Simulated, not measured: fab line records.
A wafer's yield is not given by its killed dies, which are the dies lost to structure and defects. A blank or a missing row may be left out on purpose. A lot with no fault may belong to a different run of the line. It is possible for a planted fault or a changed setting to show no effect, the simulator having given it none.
fab line records	flow sky130
record: lots: 5	wafers: 15	lastDay: 49
route steps=708 shown METAL4@622 VIA4@639 METAL5@661 PAD_OPEN@708
lots with no fault: from the same line, run without faults
startH: hours from the record's opening day to when the first of the lot's shown wafers began	waitH: hours from the lot's prior step to this one	" the same as in the row above	L1.1+2: one row covering several wafers at once	- value missing, or start not given	* or withheld: withheld	< > ~ a bound
route shown NAME@n: names a module that has steps shown in the file, with the first one's number in the route	usual: mean and standard deviation over wafers with no fault	same: alike in all rows	chamber/n: place in a boat	sites: each site's reading	_std_site: standard deviation of those values	_edge_site: the outer-site mean with the inner-site mean subtracted	radiusMm: for every site, how far away it sits from the centre of the wafer	mask NAME#n: copy n	behind: the tool/chamber that last shaped the wafer	hold: reason for holding the lot/hours on hold/outcome of the hold	device: the transistor (n, p or np) that didn't switch	end of line: the tests these same wafers got at the end of their route	a step given without rows: its recipe and nothing more	killed: dies that structure and defects cost at the first sort, which is not the same as the wafer's yield	map: per-die view of a wafer (x killed, . not killed, _ where there is no die)
set.NAME: the run value of the setting; set.NAME@STEP: its run value at that earlier step	model.NAME: the simulator's own value behind a step, which no gauge read
a table for each step, a row for each wafer; lots at some steps of the route
services: a tool's chamber out of use, with start hour (startH, from the record's first day; less than 0 if before it), hours out, and reason
== steps ==
step: SKY_METAL4_HMDS_06
recipe: primeTimeS: 60	primeTempC: 120
step: SKY_METAL4_COAT_07
recipe: resist: BARC	tempC: withheld	timeS: withheld	spinRpm: 3000	resistThkNm: 60
step: SKY_METAL4_COAT_08
recipe: resist: KrF-thick	spinRpm: 3000	resistThkNm: 1140
step: SKY_METAL4_SOFTBAKE_09
recipe: tempC: 100	timeS: 90	resist: KrF-thick
step: SKY_METAL4_EXPOSE_10
recipe: maskId: MM4	na: 0.68	sourceShape: annular	sigmaInner: 0.4	sigmaOuter: 0.8	targetCdNm: 300	doseMj: 28
step: SKY_METAL4_PEB_11
recipe: pebTempC: withheld	pebTimeS: withheld	resist: KrF-thick
step: SKY_METAL4_DEVELOP_12
recipe: developTimeS: 60	resist: KrF-thick	devTempC: 21
step: SKY_METAL4_CD_MEAS_13
recipe: targetCdNm: 300
usual: cdNm: 300.2/1.3
lot.wafer	tool	chamber	startH	waitH	cdNm
L193.2	cdSem-01	-	985.52	-	303.3
L193.4	"	-	"	"	303.2
L193.5	"	-	"	"	302.5
L194.2	cdSem-02	-	987.19	-	299.8
L194.3	"	-	"	"	299.6
L194.5	"	-	"	"	298.7
L197.1	cdSem-02	-	1009.20	-	299.9
L197.3	"	-	"	"	299.9
L197.4	"	-	"	"	298.2
L202.3	cdSem-01	-	1042.24	-	301.4
L202.4	"	-	"	"	300.9
L202.6	"	-	"	"	302.5
L211.1	cdSem-02	-	1109.10	-	301.5
L211.3	"	-	"	"	301.2
L211.6	"	-	"	"	301.3
step: SKY_METAL4_OVL_MEAS_14
usual: METAL4_OVL: 0/5.4
lot.wafer	tool	chamber	startH	waitH	METAL4_OVL[nm]
L193.2	overlay-02	-	985.62	0.1	7
L193.4	"	-	"	"	5
L193.5	"	-	"	"	4
L194.2	overlay-01	-	987.29	0.1	4
L194.3	"	-	"	"	9
L194.5	"	-	"	"	-1
L197.1	overlay-02	-	1009.32	0.1	2
L197.3	"	-	"	"	-1
L197.4	"	-	"	"	2
L202.3	overlay-01	-	1042.33	0.1	-1
L202.4	"	-	"	"	2
L202.6	"	-	"	"	2
L211.1	overlay-01	-	1109.22	0.1	-14
L211.3	"	-	"	"	-8
L211.6	"	-	"	"	-10
step: SKY_METAL4_DESCUM_15
recipe: chemistry: O2	sourcePowerW: 150	biasPowerW: 0	pressureMtorr: 10	tempC: 40	timeS: 8
usual: chamberPressureMTorr: 10.001/0.0083	drypumpMotorCurrentA: 5.5/0.32	oesProductAu: 1.003/0.009	tempC: 40.00/0.12
lot.wafer	tool	chamber	startH	waitH	chamberPressureMTorr	drypumpMotorCurrentA	oesProductAu	rfHoursCounterH	tempC
L193.2	rieMetal-02	1	985.65	0.0	9.999	5.3	1.002	15	39.97
L193.4	"	1	"	"	9.995	5.3	0.999	-	39.80
L193.5	"	0	"	"	9.975	5.4	1.009	-	40.20
L194.2	rieMetal-04	1	987.32	0.0	10.000	6.1	0.997	2	39.97
L194.3	"	1	"	"	10.000	6.1	0.992	-	39.86
L194.5	"	1	"	"	10.004	6.1	0.990	-	39.89
L197.1	rieMetal-04	0	1009.36	0.0	10.005	5.7	1.000	13	40.00
L197.3	"	1	"	"	9.995	6.1	1.004	-	39.93
L197.4	"	0	"	"	10.008	5.7	1.004	-	39.82
L202.3	rieMetal-01	1	1042.37	0.0	9.999	5.1	1.031	-	39.97
L202.4	"	0	"	"	10.010	5.4	1.006	-	39.85
L202.6	"	1	"	"	9.989	5.1	1.019	-	39.76
L211.1	rieMetal-02	0	1109.26	0.0	9.999	5.3	1.003	27	39.97
L211.3	"	1	"	"	10.010	5.4	1.002	-	39.85
L211.6	"	1	"	"	10.010	5.4	1.001	-	40.01
step: SKY_METAL4_ETCH_16
recipe: chemistry: N2/H2	target: BARC	ionEnergyEv: 200	biasW: 100	pressureMtorr: 30	n2FlowSccm: 100	h2FlowSccm: 200	icpW: 500	stopOn: SiO2	timeS: 88.2	targetDepthA: 600
step: SKY_METAL4_ETCH_17
recipe: target: SiO2	stopOn: TiN	chemistry: C4F8/O2/Ar	sourceW: 1500	biasW: 1200	pressureMtorr: 40	c4f8FlowSccm: withheld	O2_flow_sccm: 6	Ar_flow_sccm: 300	timeS: 3.9	targetDepthA: 150
step: SKY_METAL4_METAL_ETCH_18
recipe: targetDepthA: 8450	stopOn: SiO2	overEtchFrac: 0.3	timeS: 183.1	chemistry: Cl2/BCl3	resistSidewallDeg: 88	pressureMtorr: 10	icpW: 900	biasW: 48.5	Cl2_flow_sccm: 60	bcl3FlowSccm: 30
usual: chamberPressureMTorr: 10.001/0.0089	drypumpMotorCurrentA: 5.4/0.32	oesProductAu: 0.863/0.0062	throttleValvePct: 22.264/0.0081
lot.wafer	tool	chamber	startH	waitH	chamberPressureMTorr	drypumpMotorCurrentA	oesProductAu	rfHoursCounterH	throttleValvePct
L193.2	rieMetal-01	0	985.80	0.0	9.997	5.4	0.857	18	22.252
L193.4	"	0	"	"	9.996	5.4	0.868	-	22.263
L193.5	"	1	"	"	10.000	5.1	0.861	-	22.265
L194.2	rieMetal-01	0	987.47	0.0	9.994	5.4	0.865	19	22.262
L194.3	"	1	"	"	10.005	5.0	0.861	-	22.250
L194.5	"	0	"	"	9.998	5.4	0.864	-	22.265
L197.1	rieMetal-02	0	1009.51	0.0	10.002	5.3	0.868	20	22.249
L197.3	"	1	"	"	9.989	5.3	0.861	-	22.267
L197.4	"	0	"	"	10.002	5.3	0.870	-	22.268
L202.3	rieMetal-02	0	1042.56	0.1	10.008	5.3	0.859	-	22.266
L202.4	"	1	"	"	10.003	5.4	0.858	-	22.273
L202.6	"	0	"	"	9.985	5.3	0.851	-	22.260
L211.1	rieMetal-01	1	1109.41	0.0	9.994	5.1	0.869	21	22.261
L211.3	"	1	"	"	9.996	5.1	0.866	-	22.260
L211.6	"	1	"	"	10.018	5.1	0.862	-	22.263
step: SKY_METAL4_STRIP_19
recipe: chemistry: O2/N2	powerW: 1400	pressureMtorr: 1500	platenTempC: withheld	o2FlowSccm: 3000	n2FlowSccm: 300	overashFraction: 0.5
usual: chamberPressureMTorr: 1500.0/1.5	drypumpMotorCurrentA: 5.7/0.47	oesProductAu: 0.499/0.0056	stripTimeToEndpointS: 6.47/0.092
lot.wafer	tool	chamber	startH	waitH	chamberPressureMTorr	drypumpMotorCurrentA	oesProductAu	rfHoursCounterH	stripTimeToEndpointS
L193.2	plasmaAsher-01	0	985.98	0.1	1501.1	4.9	0.497	117	6.52
L193.4	"	0	"	"	1498.2	4.9	0.501	-	6.43
L193.5	"	1	"	"	1501.2	6.1	0.495	-	6.37
L194.2	plasmaAsher-01	0	987.65	0.1	1500.0	4.9	0.492	118	6.47
L194.3	"	1	"	"	1497.0	6.1	0.490	-	6.29
L194.5	"	1	"	"	1498.9	6.1	0.495	-	6.39
L197.1	plasmaAsher-02	1	1009.69	0.1	1499.8	5.5	0.492	59	6.31
L197.3	"	1	"	"	1502.0	5.5	0.491	-	6.38
L197.4	"	0	"	"	1499.9	5.0	0.500	-	6.34
L202.3	plasmaAsher-03	1	1042.71	0.1	1499.6	5.9	0.503	-	6.48
L202.4	"	0	"	"	1499.2	6.0	0.510	-	6.64
L202.6	"	0	"	"	1500.6	6.1	0.500	-	6.47
L211.1	plasmaAsher-03	0	1109.59	0.1	1500.8	6.1	0.495	33	6.30
L211.3	"	1	"	"	1500.7	5.9	0.493	-	6.38
L211.6	"	0	"	"	1500.1	6.1	0.504	-	6.32
step: SKY_METAL4_STRIP_20
recipe: chemistry: postEtchResidueRemover	timeS: 1200	tempC: 72.5
step: SKY_METAL4_CLEAN_21
recipe: chemistry: IPA	timeS: 180	tempC: 25
step: SKY_METAL4_CLEAN_22
recipe: chemistry: O3/DIW	dry: n2Spin
step: SKY_VIA4_HDPCVD_00
recipe: material: SiO2	targetThkNm: 1750	sigmaOpenFrac: 0.3	timeS: 291.7	tempC: 400	sih4FlowSccm: 60	pressureMtorr: 6
step: SKY_VIA4_THK_MEAS_01
recipe: reads: SiO2_of_VIA4_HDPCVD_00
usual: VIA4_HDPCVD_THK: 1753/19
lot.wafer	tool	chamber	startH	waitH	VIA4_HDPCVD_THK[nm]
L193.2	filmMetro-04	-	987.11	0.1	1743
L193.4	"	-	"	"	1756
L193.5	"	-	"	"	1758
L194.2	filmMetro-03	-	988.86	0.1	1732
L194.3	"	-	"	"	1741
L194.5	"	-	"	"	1753
L197.1	filmMetro-03	-	1010.46	0.1	1751
L197.3	"	-	"	"	1765
L197.4	"	-	"	"	1755
L202.3	filmMetro-02	-	1043.49	0.1	1751
L202.4	"	-	"	"	1751
L202.6	"	-	"	"	1772
L211.1	filmMetro-03	-	1110.51	0.1	1714
L211.3	"	-	"	"	1750
L211.6	"	-	"	"	1736
step: SKY_VIA4_CMP_02
recipe: material: SiO2	downForcePsi: 4	platenRpm: 60	padVelocityMS: 0.94248
usual: motorCurrentA: 12.5/1.1
lot.wafer	tool	chamber	startH	waitH	motorCurrentA
L193.2	cmp-02	1	987.21	0.1	13.1
L193.4	"	2	"	"	10.9
L193.5	"	0	"	"	13.1
L194.3	cmp-02	3	989.91	1.0	12.0
L194.2	"	1	"	"	13.5
L194.5	"	2	"	"	10.1
L197.1	cmp-01	1	1010.52	0.1	12.3
L197.3	"	3	"	"	13.5
L197.4	"	0	"	"	12.4
L202.3	cmp-01	2	1043.60	0.1	11.4
L202.4	"	0	"	"	12.1
L202.6	"	3	"	"	13.2
L211.3	cmp-01	1	1110.57	0.0	13.3
L211.1	"	0	"	"	12.2
L211.6	"	2	"	"	11.6
step: SKY_VIA4_BOW_MEAS_03
recipe: mode: bow
usual: VIA4_BOW: 84/8.4
lot.wafer	tool	chamber	startH	waitH	VIA4_BOW[um]
L193.2	filmMetro-03	-	987.48	0.2	89
L193.4	"	-	"	"	89
L193.5	"	-	"	"	79
L194.2	filmMetro-03	-	990.18	0.1	86
L194.3	"	-	"	"	79
L194.5	"	-	"	"	74
L197.1	filmMetro-04	-	1010.87	0.3	83
L197.3	"	-	"	"	81
L197.4	"	-	"	"	89
L202.3	filmMetro-03	-	1043.94	0.3	90
L202.4	"	-	"	"	74
L202.6	"	-	"	"	88
L211.1	filmMetro-02	-	1110.87	0.1	66
L211.3	"	-	"	"	76
L211.6	"	-	"	"	70
step: SKY_VIA4_DEHYDRATE_04
recipe: tempC: 200	timeS: 60
step: SKY_VIA4_HMDS_05
recipe: primeTimeS: 60	primeTempC: 120
step: SKY_VIA4_COAT_06
recipe: resist: NOVOLAK	spinRpm: 3000	resistThkNm: 1140
step: SKY_VIA4_SOFTBAKE_07
recipe: tempC: 90	timeS: 60	resist: NOVOLAK
step: SKY_VIA4_EXPOSE_08
recipe: maskId: VIM4	na: 0.6	sourceShape: conventional	sigmaOuter: 0.6	polarization: unpolarized	targetCdNm: 800	doseMj: 132
step: SKY_VIA4_PEB_09
recipe: tempC: withheld	timeS: *	resist: NOVOLAK
step: SKY_VIA4_DEVELOP_10
recipe: resist: NOVOLAK	developer: TMAH	developTimeS: 60	devTempC: 23
step: SKY_VIA4_OVL_MEAS_11
usual: VIA4_OVL: 0.5/1.2
lot.wafer	tool	chamber	startH	waitH	VIA4_OVL[nm]
L193.2	overlay-02	-	1010.03	0.1	2.8
L193.4	"	-	"	"	0.2
L193.5	"	-	"	"	2.2
L194.2	overlay-02	-	1016.10	0.1	-0.7
L194.3	"	-	"	"	0.6
L194.5	"	-	"	"	0.1
L197.1	overlay-01	-	1033.35	0.1	0.6
L197.3	"	-	"	"	0.9
L197.4	"	-	"	"	-0.2
L202.3	overlay-01	-	1066.01	0.1	-0.7
L202.4	"	-	"	"	-0.4
L202.6	"	-	"	"	0.2
L211.1	overlay-01	-	1130.15	0.1	1.3
L211.3	"	-	"	"	1.1
L211.6	"	-	"	"	1.1
step: SKY_VIA4_ETCH_12
recipe: target: SiO2	chemistry: C4F8/O2/Ar	stopOn: TiN	maskMaterial: NOVOLAK	sourceW: 1500	biasW: 1200	pressureMtorr: 40	c4f8FlowSccm: withheld	O2_flow_sccm: 6	Ar_flow_sccm: 300	timeS: withheld	targetDepthA: 5800
step: SKY_VIA4_STRIP_13
recipe: chemistry: O2/N2	powerW: 1400	pressureMtorr: 1500	platenTempC: withheld	o2FlowSccm: 3000	n2FlowSccm: 300	overashFraction: 0.5
step: SKY_VIA4_STRIP_14
recipe: chemistry: postEtchResidueRemover	timeS: 1200	tempC: 72.5
step: SKY_VIA4_CLEAN_15
recipe: chemistry: IPA	timeS: 180	tempC: 25
step: SKY_VIA4_CLEAN_16
recipe: chemistry: O3/DIW	dry: n2Spin
step: SKY_VIA4_SPUTTER_17
recipe: material: TiN	targetThkNm: 20	chamberPressurePa: 5	powerW: 4000	timeS: 80
step: SKY_VIA4_CVD_18
recipe: material: W	targetThkNm: 505	timeS: 152.14	tempC: 400	pressureTorr: 40
step: SKY_VIA4_RS_MEAS_19
recipe: thkMeasGauge: four-point-probe	reads: W_of_VIA4_CVD_18+TiN_of_VIA4_SPUTTER_17
usual: VIA4_W_RS: 0.226/0.0031
lot.wafer	tool	chamber	startH	waitH	VIA4_W_RS[ohm/sq]
L193.2	filmMetro-03	-	1010.99	0.1	0.223
L193.4	"	-	"	"	0.224
L193.5	"	-	"	"	0.221
L194.2	filmMetro-03	-	1017.10	0.1	0.226
L194.3	"	-	"	"	0.226
L194.5	"	-	"	"	0.223
L197.1	filmMetro-02	-	1034.27	0.1	0.221
L197.3	"	-	"	"	0.222
L197.4	"	-	"	"	0.228
L202.3	filmMetro-03	-	1067.02	0.1	0.226
L202.4	"	-	"	"	0.220
L202.6	"	-	"	"	0.227
L211.1	filmMetro-04	-	1131.45	0.1	0.230
L211.3	"	-	"	"	0.229
L211.6	"	-	"	"	0.225
step: SKY_VIA4_THK_MEAS_20
recipe: thkMeasGauge: xrf	reads: W_of_VIA4_CVD_18
usual: VIA4_W_THK: 517/11
lot.wafer	tool	chamber	startH	waitH	VIA4_W_THK[nm]
L193.2	filmMetro-03	-	1011.10	0.1	531
L193.4	"	-	"	"	530
L193.5	"	-	"	"	537
L194.2	filmMetro-03	-	1017.21	0.1	525
L194.3	"	-	"	"	521
L194.5	"	-	"	"	529
L197.1	filmMetro-02	-	1034.39	0.1	527
L197.3	"	-	"	"	520
L197.4	"	-	"	"	506
L202.3	filmMetro-03	-	1067.12	0.1	525
L202.4	"	-	"	"	541
L202.6	"	-	"	"	526
L211.1	filmMetro-04	-	1131.57	0.1	502
L211.3	"	-	"	"	509
L211.6	"	-	"	"	517
step: SKY_VIA4_CMP_21
recipe: stopOn: SiO2	tOverpolishS: 25	downForcePsi: 3.5	platenRpm: 60	targetThkNm: 0	padVelocityMS: 0.94248
step: SKY_METAL5_SPUTTER_00
recipe: material: Ti	targetThkNm: 15	powerW: 3000	timeS: 10	chamberPressurePa: 0.4
usual: throttleValvePct: 30.0/0.98
lot.wafer	tool	chamber	startH	waitH	throttleValvePct
L193.2	pvdSputter-01	-	1011.64	0.1	29.4
L193.4	"	-	"	"	31.0
L193.5	"	-	"	"	30.5
L194.2	pvdSputter-04	-	1017.56	0.2	28.5
L194.3	"	-	"	"	29.6
L194.5	"	-	"	"	29.7
L197.1	pvdSputter-01	-	1034.75	0.2	30.7
L197.3	"	-	"	"	29.4
L197.4	"	-	"	"	30.7
L202.3	pvdSputter-01	-	1067.46	0.2	30.5
L202.4	"	-	"	"	30.4
L202.6	"	-	"	"	30.8
L211.1	pvdSputter-04	-	1131.93	0.2	28.6
L211.3	"	-	"	"	31.4
L211.6	"	-	"	"	28.7
step: SKY_METAL5_SPUTTER_01
recipe: material: TiN	targetThkNm: 20	powerW: 6500	timeS: 16.7	chamberPressurePa: 0.4
usual: throttleValvePct: 30.0/0.97
lot.wafer	tool	chamber	startH	waitH	throttleValvePct
L193.2	pvdSputter-01	-	1011.66	0.0	29.2
L193.4	"	-	"	"	30.6
L193.5	"	-	"	"	30.5
L194.2	pvdSputter-04	-	1017.59	0.0	28.4
L194.3	"	-	"	"	29.6
L194.5	"	-	"	"	29.8
L197.1	pvdSputter-01	-	1034.77	0.0	30.5
L197.3	"	-	"	"	29.4
L197.4	"	-	"	"	30.5
L202.3	pvdSputter-01	-	1067.49	0.0	30.4
L202.4	"	-	"	"	30.5
L202.6	"	-	"	"	30.7
L211.1	pvdSputter-04	-	1131.95	0.0	28.9
L211.3	"	-	"	"	31.3
L211.6	"	-	"	"	28.5
step: SKY_METAL5_SPUTTER_02
recipe: material: AlCu	targetThkNm: 1150	powerW: 10600	timeS: 59.31	chamberPressurePa: 0.4
step: SKY_PAD_OPEN_PROBE_99
usual: defectLimitedYield: 82.1/1.8	killed_at_M0_to_M3: 44/6.2	killed_at_M4_up: 3.3/1.7	killedAtContacts: 24/4.9	killedAtFrontEnd: 16/5	killedDies: 88/9	killedOpen: 48/7	killedShort: 39/6.1	sort_bin_3_pad_short: 0.9/0.46	sort_bin_5_function: 10.6/1.4	sort_bin_6_memory: 6.4/1.1	sortNPass: 404/9	sortYieldPct: 82.1/1.8
same: grossDies: 492	killedAtBackSide: 0	killedAtOther: 0	sort_bin_4_leakage[%]: 0	sort_bin_8_speed[%]: 0
lot.wafer	tool	chamber	startH	waitH	defectLimitedYield[%]	killed_at_M0_to_M3	killed_at_M4_up	killedAtContacts	killedAtFrontEnd	killedDies	killedOpen	killedShort	sort_bin_3_pad_short[%]	sort_bin_5_function[%]	sort_bin_6_memory[%]	sortNPass	sortYieldPct[%]	model.etest.tester.sortNPass	model.etest.tester.sortYieldPct	model.etest.tester.sort_bin_5_pct	model.etest.tester.sort_bin_3_pct
L193.5	prober-01	-	1081.82	0.2	86.4	28	2	21	16	67	37	30	1.0	8.3	4.3	425	86.4	425	86.38	8.333	1.016
L194.3	prober-02	-	1085.84	0.2	80.3	43	3	24	27	97	48	45	0.8	11.0	7.9	395	80.3	395	80.28	10.98	0.813
L197.1	prober-02	-	1102.77	0.1	82.9	41	1	30	12	84	40	43	1.0	11.2	4.9	408	82.9	408	82.93	11.18	1.016
L197.3	prober-02	-	1102.87	0.2	83.9	38	3	31	7	79	45	34	0.4	9.1	6.5	413	83.9	413	83.94	9.146	0.4065
L202.3	prober-02	-	1133.36	0.2	75.6	41	43	23	13	120	50	29	2.8	13.6	7.9	372	75.6	372	75.61	13.62	2.846
L202.4	prober-02	-	1133.41	0.2	76.2	46	30	22	19	117	42	46	2.4	14.6	6.7	375	76.2	375	76.22	14.63	2.439
L202.6	prober-02	-	1133.51	0.2	76.8	33	43	26	12	114	39	35	2.8	14.2	6.1	378	76.8	378	76.83	14.23	2.846
L211.1	prober-01	-	1187.27	0.1	83.7	53	3	16	8	80	38	40	0.4	9.6	6.3	412	83.7	412	83.74	9.553	0.4065
L211.3	prober-01	-	1187.37	0.2	79.1	52	0	37	14	103	55	48	1.0	12.0	7.9	389	79.1	389	79.06	11.99	1.016
killed by level:class
L193.5 CONTACT:geometricParticle:open=10 VIA2:geometricParticle:open=8 FIELD_ISO:geometricParticle:short=5 FIELD_ISO:geometricParticle:open=5 CONTACT:geometricParticle:short=5 VIA1:geometricParticle:open=4 VIA3:geometricParticle:short=3 POLY_GATE:geometricParticle:open=3
L194.3 VIA1:geometricParticle:open=12 CONTACT:geometricParticle:open=8 LI_CONTACT:geometricParticle:open=7 FIELD_ISO:geometricParticle:short=6 METAL1:geometricParticle:short=6 POLY_GATE:geometricParticle:short=6 VIA3:geometricParticle:open=6 FIELD_ISO:geometricParticle:open=5
L197.1 CONTACT:geometricParticle:open=14 VIA1:geometricParticle:open=10 METAL1:geometricParticle:short=8 LOCAL_INTERCONNECT:geometricParticle:short=5 VIA2:geometricParticle:open=5 FIELD_ISO:geometricParticle:short=4 LI_CONTACT:geometricParticle:short=4 CONTACT:geometricParticle:short=4
L197.3 CONTACT:geometricParticle:open=13 VIA1:geometricParticle:open=11 VIA2:geometricParticle:open=8 METAL1:geometricParticle:short=6 LOCAL_INTERCONNECT:geometricParticle:short=5 CONTACT:geometricParticle:short=5 LI_CONTACT:geometricParticle:open=4 VIA2:geometricParticle:short=3
L202.3 METAL4:unspecified=40 VIA1:geometricParticle:open=12 VIA3:geometricParticle:open=11 CONTACT:geometricParticle:open=10 LOCAL_INTERCONNECT:geometricParticle:short=5 FIELD_ISO:geometricParticle:open=4 POLY_GATE:geometricParticle:short=4 VIA1:geometricParticle:short=4
L202.4 METAL4:unspecified=28 VIA1:geometricParticle:open=9 VIA3:geometricParticle:open=8 VIA2:geometricParticle:open=7 CONTACT:geometricParticle:short=6 VIA2:geometricParticle:short=6 CONTACT:geometricParticle:open=5 METAL2:geometricParticle:short=5
L202.6 METAL4:unspecified=39 VIA2:geometricParticle:open=9 CONTACT:geometricParticle:open=8 LI_CONTACT:geometricParticle:open=7 VIA3:geometricParticle:open=6 VIA1:geometricParticle:open=5 METAL4:geometricParticle:short=4 LOCAL_INTERCONNECT:geometricParticle:short=4
L211.1 VIA2:geometricParticle:open=12 METAL1:geometricParticle:short=9 LI_CONTACT:geometricParticle:open=7 VIA1:geometricParticle:short=6 VIA3:geometricParticle:open=6 VIA2:geometricParticle:short=5 METAL2:geometricParticle:short=5 VIA1:geometricParticle:open=4
L211.3 VIA2:geometricParticle:open=13 CONTACT:geometricParticle:short=10 CONTACT:geometricParticle:open=10 VIA1:geometricParticle:open=9 METAL1:geometricParticle:short=8 LOCAL_INTERCONNECT:geometricParticle:short=8 POLY_GATE:geometricParticle:open=5 LI_CONTACT:geometricParticle:short=5
map L202.3 (x killed, . not)
__________......x..._________
________.............._______
______.....x..x......xx._____
_____..xxx.x.x.x....x...x____
____....x................x___
___.......xx.....x....x....__
__..x.x..xx........x....x..._
_..x.....xxx........x.x......
_....x....x..........xx...x..
_x.xxxxx....x............x...
_.xxxxx.x.x..x.x.............
_xxxxxxxxx................x..
_.xxxxxx.xxx..x...x..........
_xxxxxxxx..x.................
_..xxxxx.x..x....xx.....x..x.
__...x..x....x....x...x....._
___..x.........xx.....x.x.x__
____xx..x.....x....x......___
_____....xx......xx....x.____
______.................x_____
________...x.....x...._______
__________...x...x.._________
map L197.1 (x killed, . not)
__________..x......._________
________x....xx......._______
______.....x.x......x..._____
_____xxxx...........x.xxx____
____......................___
___..........x..xxx......x.__
__....x..x....x.x.xx...x...._
_.....x...x....x.x.....x....x
_....x....x...x..............
_...........x....x..x....x...
_..................x.........
_..x.x....................x..
_xx......x...........x.......
_xxx..x..x...................
_xx......x.....x.x........x..
__x....xx......x..x......x.._
___............x.....x.....__
____...x..................___
_____.xx.......x.x...xxx.____
______.....x..x.......x._____
________.....xx.xx...._______
__________..x.x....._________
== services ==
tool	chamber	startH	hours	kind
cmp-01	-	961.95	1.5	repair
plasmaAsher-01	-	969.09	14.6	pm
rieMetal-01	-	972.93	1.4	pm
cmp-01	-	977.06	7.3	pm
rieMetal-02	-	980.57	0.7	repair
pvdSputter-04	-	996.90	1.3	repair
cmp-02	-	997.86	1.8	repair
pvdSputter-01	3	1039.19	-	consumableReplace:kit
pvdSputter-01	3	1039.19	18.0	scheduledDown
pvdSputter-01	3	1039.19	18.0	ventCycle
rieMetal-01	-	1043.05	17.6	repair
plasmaAsher-01	-	1055.25	9.0	pm
cmp-01	-	1062.79	1.2	repair
rieMetal-04	-	1066.28	0.4	repair
plasmaAsher-01	-	1068.62	3.3	repair
plasmaAsher-02	-	1081.79	1.1	repair
plasmaAsher-01	-	1082.11	3.3	repair
cmp-02	-	1084.00	4.0	pm
cmp-02	-	1090.80	1.2	repair
cmp-01	-	1096.50	0.4	repair
pvdSputter-04	-	1097.90	14.4	repair
pvdSputter-01	2	1112.83	-	consumableReplace:kit
rieMetal-01	0	1114.53	1.9	repair
cmp-01	-	1131.93	4.7	pm
== key ==
firstSign: step: SKY_PAD_OPEN_PROBE_99	reading: killed_at_M4_up	direction: up	sigmas: 21	usual: 3.3	struck: 38.7
effect: step: SKY_PAD_OPEN_PROBE_99	reading: sort_bin_3_pad_short	direction: up	sigmas: 4	usual: 0.9	struck: 2.7
modelEffect: step: SKY_PAD_OPEN_PROBE_99	value: etest.tester.sortNPass	without: 405.7	struck: 375
metAt SKY_METAL4_METAL_ETCH_18
struckWafers L202.3,L202.4,L202.6
onsetBetween 1009.51 1042.56
alsoFits SKY_METAL4_DESCUM_15:rieMetal-01,SKY_METAL5_SPUTTER_00:pvdSputter-01,SKY_METAL5_SPUTTER_01:pvdSputter-01
fault: kind: chamberParticleSource	tool: rieMetal-02	chamber: -	onsetH: 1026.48	steps: SKY_METAL4_METAL_ETCH_18	ratePerVisitCm2: 0.52723	endH: 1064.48
